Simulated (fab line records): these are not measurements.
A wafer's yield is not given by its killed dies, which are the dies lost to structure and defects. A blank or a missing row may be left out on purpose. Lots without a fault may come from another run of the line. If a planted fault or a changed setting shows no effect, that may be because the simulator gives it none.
Which tool is to blame? -- flow sky130 -- 12 lots, 36 wafers sampled, at 5 steps of a route of 708

## WHAT EACH GAUGE READ, for each wafer
The record holds no reading of a measuring or inspecting step that can be judged against a usual standard deviation.

## WHAT TOOL EACH LOT RAN ON (gives the tool, then ch and the chambers of the sampled wafers, and finally the start)
lot,SKY_LDD_LDN_STRIP_12,SKY_VIA2_SPUTTER_20,SKY_METAL3_ETCH_16,SKY_METAL4_SPUTTER_01,SKY_PAD_OPEN_PROBE_99
L652,"plasma asher-04 ch 1, day 22 16:55","pvd sputter-01, day 36 05:08","rie metal-03 ch 0,1, day 38 11:21","pvd sputter-01, day 39 15:48",-
L653,"plasma asher-04 ch 0,1, day 23 12:23","pvd sputter-03, day 36 20:23","rie metal-03 ch 0,1, day 39 00:39","pvd sputter-03, day 40 04:16",-
L654,"plasma asher-03 ch 0,1, day 23 16:37","pvd sputter-04, day 37 02:19","rie metal-01 ch 0, day 39 08:00","pvd sputter-01, day 40 11:58",-
L655,"plasma asher-04 ch 0,1, day 24 21:19","pvd sputter-01, day 38 02:43","rie metal-02 ch 0,1, day 40 06:07","pvd sputter-04, day 41 09:08",-
L656,"plasma asher-01 ch 0,1, day 25 00:26",-,-,-,"prober-01, day 47 07:14"
L659,"plasma asher-04 ch 0,1, day 25 15:35","pvd sputter-04, day 38 18:29","rie metal-03 ch 0,1, day 40 21:45","pvd sputter-03, day 42 00:15",-
L665,"plasma asher-01 ch 0,1, day 27 15:41","pvd sputter-04, day 40 12:17","rie metal-03 ch 0,1, day 42 14:45","pvd sputter-01, day 43 16:19",-
L667,"plasma asher-03 ch 0,1, day 28 08:34","pvd sputter-01, day 41 00:53","rie metal-01 ch 1, day 43 01:41","pvd sputter-01, day 44 04:15",-
L668,"plasma asher-03 ch 0,1, day 28 15:40","pvd sputter-04, day 41 08:08","rie metal-01 ch 1, day 43 07:20","pvd sputter-01, day 44 09:06",-
L670,"plasma asher-01 ch 0,1, day 29 01:37","pvd sputter-04, day 41 16:31","rie metal-01 ch 1, day 43 16:57","pvd sputter-01, day 44 18:28",-
L669,"plasma asher-01 ch 0,1, day 29 03:34","pvd sputter-04, day 41 17:50","rie metal-02 ch 0,1, day 43 18:16","pvd sputter-04, day 44 19:53",-
L671,"plasma asher-01 ch 1, day 29 05:40","pvd sputter-01, day 41 20:09","rie metal-03 ch 0,1, day 43 21:10","pvd sputter-03, day 44 22:46",-
- SKY_LDD_LDN_STRIP_12: strips in O2/N2.
- SKY_VIA2_SPUTTER_20: material TiN, target thk 20 nm, time 80 s.
- SKY_METAL3_ETCH_16: etches BARC in N2/H2, stops on SiO2, time 88.2 s, target depth 60 nm.
- SKY_METAL4_SPUTTER_01: material TiN, target thk 20 nm, time 16.7 s.
- SKY_PAD_OPEN_PROBE_99

## WHAT THE TOOLS THEMSELVES READ (means of the sampled wafers that have a number; where no wafer has one, the mark that the record gives instead)
SKY_LDD_LDN_STRIP_12.
lot,tool,drypump motor current A (A),oes product au (a.u.),strip time to endpoint s (s)
L652,plasma asher-04,4.7,0.720,14.22
L653,plasma asher-04,5.5,0.716,14.20
L654,plasma asher-03,5.5,0.717,14.16
L655,plasma asher-04,5.5,0.714,14.14
L656,plasma asher-01,5.0,0.946,-
L659,plasma asher-04,5.1,0.713,14.18
L665,plasma asher-01,5.0,0.720,14.13
L667,plasma asher-03,5.4,0.715,14.08
L668,plasma asher-03,5.4,0.716,14.17
L670,plasma asher-01,5.0,0.714,14.21
L669,plasma asher-01,5.0,0.717,14.12
L671,plasma asher-01,5.1,0.720,14.16

SKY_VIA2_SPUTTER_20.
lot,tool,throttle valve pct (%)
L652,pvd sputter-01,30.0
L653,pvd sputter-03,30.1
L654,pvd sputter-04,29.3
L655,pvd sputter-01,30.3
L659,pvd sputter-04,28.5
L665,pvd sputter-04,29.2
L667,pvd sputter-01,30.1
L668,pvd sputter-04,28.4
L670,pvd sputter-04,28.4
L669,pvd sputter-04,29.2
L671,pvd sputter-01,30.2

SKY_METAL3_ETCH_16.
lot,tool,drypump motor current A (A),he backside leak sccm (sccm),oes product au (a.u.),throttle valve pct (%)
L652,rie metal-03,5.5,3.28,0.627,13.207
L653,rie metal-03,5.5,3.14,0.625,13.205
L654,rie metal-01,6.0,3.26,0.626,13.205
L655,rie metal-02,5.5,3.34,0.622,13.201
L659,rie metal-03,5.5,3.21,0.625,13.205
L665,rie metal-03,5.6,3.27,0.630,13.210
L667,rie metal-01,5.0,3.37,0.632,13.201
L668,rie metal-01,5.0,3.42,0.631,13.200
L670,rie metal-01,5.0,3.40,0.629,13.204
L669,rie metal-02,5.7,3.29,0.625,13.203
L671,rie metal-03,5.6,3.32,0.626,13.206

SKY_METAL4_SPUTTER_01.
lot,tool,throttle valve pct (%)
L652,pvd sputter-01,29.7
L653,pvd sputter-03,30.1
L654,pvd sputter-01,30.7
L655,pvd sputter-04,29.7
L659,pvd sputter-03,29.9
L665,pvd sputter-01,29.4
L667,pvd sputter-01,30.5
L668,pvd sputter-01,30.0
L670,pvd sputter-01,29.6
L669,pvd sputter-04,29.7
L671,pvd sputter-03,30.1

SKY_PAD_OPEN_PROBE_99.
lot,tool,killed_at_M0_to_M3,killed_at_M4_up,killed at contacts,killed at front end,killed at other,killed dies,killed on rim,killed open,killed short
L656,prober-01,46,3.3,22,420,0.3,492,96,48,40

## THE ANSWER, worked out from the rows above alone
Rule: the usual values come from the lots themselves. Put in order of their means at a reading, lots are off if they are a third of the lots or fewer, leave a main group of 4 or more, and stand apart from it by a gap of 3 or more times the standard deviation of the main group's means; of several such gaps the widest counts. A main group is skipped when, at the precision printed for the reading in the tables above, its means are all equal. A lot without any number at a reading at which 4 lots or more have one is off too. The other lots that the step has rows for count as sound. First the gauges in route order, then the tools' own readings, where a lot's mean is used as printed above. At the first step where some lot is off, the reading lying furthest off is the one used; lots without a number count as furthest.
Off: L656 (SKY_LDD_LDN_STRIP_12, strip time to endpoint s). Without a number there: L656. The main group: mean 14.16 s, standard deviation 0.04.
A tool fits if, at that step or a process step before it, it ran every lot that is off, and no sound lot after the first of them. No candidate that was tried fits.

## WHAT THE SIMULATOR HAD INSERTED
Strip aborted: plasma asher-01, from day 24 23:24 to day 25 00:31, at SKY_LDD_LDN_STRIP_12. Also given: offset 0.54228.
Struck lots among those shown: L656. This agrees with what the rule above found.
